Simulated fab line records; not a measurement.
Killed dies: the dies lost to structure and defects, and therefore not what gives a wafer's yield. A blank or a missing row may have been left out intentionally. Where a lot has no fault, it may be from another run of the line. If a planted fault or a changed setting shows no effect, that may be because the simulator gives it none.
Which tool is to blame? || flow sky130 || 13 lots, 39 wafers sampled, at 5 steps of a route of 708

== WHAT THE GAUGES SHOWED, per wafer ==
SKY_POLY_GATE_CD_MEAS_22.
{"lot": "L281", "measured": "day 17 01:34", "on": "cdSem-01", "cdNm (nm)": "150.5 146.0 145.7"}
{"lot": "L282", "measured": "day 17 04:12", "on": "cdSem-01", "cdNm (nm)": "154.4 153.7 148.1"}
{"lot": "L283", "measured": "day 17 08:17", "on": "cdSem-02", "cdNm (nm)": "151.1 149.5 148.4"}
{"lot": "L284", "measured": "day 17 14:47", "on": "cdSem-02", "cdNm (nm)": "149.3 151.5 152.4"}
{"lot": "L285", "measured": "day 17 17:34", "on": "cdSem-02", "cdNm (nm)": "146.7 146.7 145.7"}
{"lot": "L287", "measured": "day 18 16:56", "on": "cdSem-02", "cdNm (nm)": "150.9 147.9 148.5"}
{"lot": "L288", "measured": "day 18 22:24", "on": "cdSem-02", "cdNm (nm)": "145.5 146.1 147.7"}
{"lot": "L289", "measured": "day 19 07:37", "on": "cdSem-02", "cdNm (nm)": "149.7 148.3 149.1"}
{"lot": "L290", "measured": "day 19 20:04", "on": "cdSem-01", "cdNm (nm)": "153.2 150.1 151.0"}
{"lot": "L292", "measured": "day 20 23:20", "on": "cdSem-02", "cdNm (nm)": "150.9 152.3 152.5"}
{"lot": "L296", "measured": "day 21 23:41", "on": "cdSem-02", "cdNm (nm)": "146.2 148.9 146.2"}
{"lot": "L298", "measured": "day 22 14:51", "on": "cdSem-01", "cdNm (nm)": "152.8 149.9 151.9"}
{"lot": "L304", "measured": "day 24 21:14", "on": "cdSem-01", "cdNm (nm)": "150.8 149.2 151.4"}

SKY_LDD_P_OVL_MEAS_08.
{"lot": "L281", "measured": "day 19 14:38", "on": "overlay-01", "LDD_P_OVL (nm)": "-0.6 -1.6 0.7"}
{"lot": "L282", "measured": "day 19 18:19", "on": "overlay-02", "LDD_P_OVL (nm)": "0.5 -0.7 -0.4"}
{"lot": "L283", "measured": "day 19 21:20", "on": "overlay-02", "LDD_P_OVL (nm)": "-0.3 -0.5 -1.1"}
{"lot": "L284", "measured": "day 20 03:44", "on": "overlay-02", "LDD_P_OVL (nm)": "0.3 1.1 0.8"}
{"lot": "L285", "measured": "day 20 07:55", "on": "overlay-01", "LDD_P_OVL (nm)": "0.3 0.0 -0.8"}
{"lot": "L287", "measured": "day 21 08:05", "on": "overlay-02", "LDD_P_OVL (nm)": "0.9 2.9 2.8"}
{"lot": "L288", "measured": "day 21 13:56", "on": "overlay-02", "LDD_P_OVL (nm)": "0.1 0.0 2.6"}
{"lot": "L289", "measured": "day 21 22:59", "on": "overlay-01", "LDD_P_OVL (nm)": "0.0 2.1 0.3"}
{"lot": "L290", "measured": "day 22 10:38", "on": "overlay-01", "LDD_P_OVL (nm)": "0.4 0.9 -0.8"}
{"lot": "L292", "measured": "day 23 15:16", "on": "overlay-01", "LDD_P_OVL (nm)": "-0.3 -0.2 -0.8"}
{"lot": "L296", "measured": "day 24 13:58", "on": "overlay-01", "LDD_P_OVL (nm)": "1.3 -0.3 0.9"}
{"lot": "L298", "measured": "day 25 05:26", "on": "overlay-02", "LDD_P_OVL (nm)": "-0.1 2.2 1.8"}
{"lot": "L304", "measured": "day 27 08:45", "on": "overlay-01", "LDD_P_OVL (nm)": "-1.6 -0.4 0.8"}

SKY_LDD_HVN_TW_MEAS_10.
{"lot": "L281", "measured": "day 20 22:13", "on": "filmMetro-01", "LDD_HVN_TW": "1465 1459 1455"}
{"lot": "L282", "measured": "day 21 02:03", "on": "filmMetro-01", "LDD_HVN_TW": "1453 1459 1459"}
{"lot": "L283", "measured": "day 21 04:52", "on": "filmMetro-01", "LDD_HVN_TW": "1463 1458 1468"}
{"lot": "L284", "measured": "day 21 10:36", "on": "filmMetro-01", "LDD_HVN_TW": "1460 1450 1454"}
{"lot": "L285", "measured": "day 21 15:18", "on": "filmMetro-01", "LDD_HVN_TW": "1460 1459 1461"}
{"lot": "L287", "measured": "day 22 15:07", "on": "filmMetro-04", "LDD_HVN_TW": "1450 1446 1449"}
{"lot": "L288", "measured": "day 22 20:56", "on": "filmMetro-01", "LDD_HVN_TW": "1458 1454 1456"}
{"lot": "L289", "measured": "day 23 06:37", "on": "filmMetro-04", "LDD_HVN_TW": "1446 1441 1442"}
{"lot": "L290", "measured": "day 23 17:39", "on": "filmMetro-03", "LDD_HVN_TW": "1461 1452 1468"}
{"lot": "L292", "measured": "day 24 21:01", "on": "filmMetro-03", "LDD_HVN_TW": "1462 1458 1469"}
{"lot": "L296", "measured": "day 25 19:55", "on": "filmMetro-03", "LDD_HVN_TW": "1233 1242 1243"}
{"lot": "L298", "measured": "day 26 10:14", "on": "filmMetro-01", "LDD_HVN_TW": "1247 1246 1244"}
{"lot": "L304", "measured": "day 28 14:21", "on": "filmMetro-01", "LDD_HVN_TW": "1456 1459 1451"}

SKY_LDD_HVP_OVL_MEAS_07.
{"lot": "L281", "measured": "day 22 05:02", "on": "overlay-01", "LDD_HVP_OVL (nm)": "0.2 0.6 2.3"}
{"lot": "L282", "measured": "day 22 08:42", "on": "overlay-01", "LDD_HVP_OVL (nm)": "-2.0 -3.6 -3.7"}
{"lot": "L283", "measured": "day 22 11:13", "on": "overlay-01", "LDD_HVP_OVL (nm)": "-1.1 -1.5 -1.5"}
{"lot": "L284", "measured": "day 22 16:55", "on": "overlay-02", "LDD_HVP_OVL (nm)": "2.3 2.1 3.0"}
{"lot": "L285", "measured": "day 22 21:53", "on": "overlay-01", "LDD_HVP_OVL (nm)": "-0.8 -0.9 -0.1"}
{"lot": "L287", "measured": "day 23 21:29", "on": "overlay-01", "LDD_HVP_OVL (nm)": "-0.8 -0.1 -0.5"}
{"lot": "L288", "measured": "day 24 03:05", "on": "overlay-01", "LDD_HVP_OVL (nm)": "-1.0 -2.0 -1.2"}
{"lot": "L289", "measured": "day 24 12:55", "on": "overlay-02", "LDD_HVP_OVL (nm)": "0.5 0.5 0.5"}
{"lot": "L290", "measured": "day 24 23:21", "on": "overlay-02", "LDD_HVP_OVL (nm)": "0.1 0.5 -0.3"}
{"lot": "L292", "measured": "day 26 02:56", "on": "overlay-02", "LDD_HVP_OVL (nm)": "-2.6 -2.6 -1.6"}
{"lot": "L296", "measured": "day 26 23:54", "on": "overlay-01", "LDD_HVP_OVL (nm)": "0.0 0.5 0.8"}
{"lot": "L298", "measured": "day 27 15:16", "on": "overlay-02", "LDD_HVP_OVL (nm)": "-0.9 -1.0 -0.8"}
{"lot": "L304", "measured": "day 29 18:44", "on": "overlay-02", "LDD_HVP_OVL (nm)": "0.6 0.7 1.1"}

== WHAT TOOL EACH LOT RAN ON (gives the tool, then ch and the chambers of the sampled wafers, and finally the start) ==
{"lot": "L281", "SKY_LDD_HVN_IMPLANT_08": "implanter-01 ch 0, day 20 21:59"}
{"lot": "L282", "SKY_LDD_HVN_IMPLANT_08": "implanter-02 ch 0, day 21 01:48"}
{"lot": "L283", "SKY_LDD_HVN_IMPLANT_08": "implanter-01 ch 0, day 21 04:38"}
{"lot": "L284", "SKY_LDD_HVN_IMPLANT_08": "implanter-04 ch 0, day 21 10:21"}
{"lot": "L285", "SKY_LDD_HVN_IMPLANT_08": "implanter-04 ch 0, day 21 15:03"}
{"lot": "L287", "SKY_LDD_HVN_IMPLANT_08": "implanter-02 ch 0, day 22 14:53"}
{"lot": "L288", "SKY_LDD_HVN_IMPLANT_08": "implanter-02 ch 0, day 22 20:43"}
{"lot": "L289", "SKY_LDD_HVN_IMPLANT_08": "implanter-01 ch 0, day 23 06:24"}
{"lot": "L290", "SKY_LDD_HVN_IMPLANT_08": "implanter-01 ch 0, day 23 17:15"}
{"lot": "L292", "SKY_LDD_HVN_IMPLANT_08": "implanter-01 ch 0, day 24 20:46"}
{"lot": "L296", "SKY_LDD_HVN_IMPLANT_08": "implanter-02 ch 0, day 25 19:40"}
{"lot": "L298", "SKY_LDD_HVN_IMPLANT_08": "implanter-02 ch 0, day 26 09:59"}
{"lot": "L304", "SKY_LDD_HVN_IMPLANT_08": "implanter-01 ch 0, day 28 14:06"}
- SKY_LDD_HVN_IMPLANT_08

== WHAT THE TOOLS THEMSELVES READ (means of the sampled wafers that have a number; where no wafer has one, the mark that the record gives instead) ==
SKY_LDD_HVN_IMPLANT_08.
{"lot": "L281", "tool": "implanter-01", "doseIonsCm2": 3.001e+13, "faradayCurrentUA": 167}
{"lot": "L282", "tool": "implanter-02", "doseIonsCm2": 3.000e+13, "faradayCurrentUA": 166}
{"lot": "L283", "tool": "implanter-01", "doseIonsCm2": 3.003e+13, "faradayCurrentUA": 167}
{"lot": "L284", "tool": "implanter-04", "doseIonsCm2": 3.007e+13, "faradayCurrentUA": 164}
{"lot": "L285", "tool": "implanter-04", "doseIonsCm2": 2.999e+13, "faradayCurrentUA": 170}
{"lot": "L287", "tool": "implanter-02", "doseIonsCm2": 3.004e+13, "faradayCurrentUA": 170}
{"lot": "L288", "tool": "implanter-02", "doseIonsCm2": 2.995e+13, "faradayCurrentUA": 167}
{"lot": "L289", "tool": "implanter-01", "doseIonsCm2": 2.998e+13, "faradayCurrentUA": 168}
{"lot": "L290", "tool": "implanter-01", "doseIonsCm2": 3.000e+13, "faradayCurrentUA": 172}
{"lot": "L292", "tool": "implanter-01", "doseIonsCm2": 2.999e+13, "faradayCurrentUA": 171}
{"lot": "L296", "tool": "implanter-02", "doseIonsCm2": 1.811e+13, "faradayCurrentUA": 100}
{"lot": "L298", "tool": "implanter-02", "doseIonsCm2": 1.809e+13, "faradayCurrentUA": 103}
{"lot": "L304", "tool": "implanter-01", "doseIonsCm2": 3.001e+13, "faradayCurrentUA": 167}

== THE ANSWER, worked out from the rows above alone ==
Rule: usual is defined by the lots themselves. Put in order of their means at a reading, lots are off if they are a third of the lots or fewer, leave a main group of 4 or more, and stand apart from it by a gap of 3 or more times the standard deviation of the main group's means; of several such gaps the widest counts. The tables above print the reading to a certain number of digits; a main group whose means all agree to those digits is not used. Also off: a lot with no number at a reading for which 4 or more lots have one. The other lots that the step has rows for count as sound. After the gauges, taken in route order, come the tools' own readings; for these a lot's mean is taken, as printed above. The first step at which some lot is off is used, and at that step the reading that is off furthest; a lot without a number counts as furthest.
Off: at SKY_LDD_HVN_TW_MEAS_10 (LDD_HVN_TW), L296, L298. The main group has a mean of 1456 with a standard deviation of 5.8.
If a tool, at a process step before that reading, ran all the lots that are off and no sound lot after the first of them, it fits. The gauges at SKY_LDD_HVN_TW_MEAS_10 aren't tried: what is off there is off at SKY_LDD_HVN_IMPLANT_08 too, on other tools, and a gauge's error can't cause that. One candidate fits, namely implanter-02 at SKY_LDD_HVN_IMPLANT_08. Its last sound lot is L288 (day 22 20:43), its first lot that is off L296 (day 25 19:40): a fault that began between those two fits.
The tool's own readings at SKY_LDD_HVN_IMPLANT_08 bear it out: on the lots that are off they differ by more than 5 times the standard deviation of the sound lots' means. doseIonsCm2 reads 1.810e+13 there against 3.001e+13 on the sound lots; faradayCurrentUA reads 102 there against 168 on the sound lots.

== WHAT THE SIMULATOR PUT IN ==
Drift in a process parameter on implanter-02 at SKY_LDD_HVN_IMPLANT_08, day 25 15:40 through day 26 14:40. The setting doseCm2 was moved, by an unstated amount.
Struck lots among those shown: L296, L298. This agrees with what the rule above found.
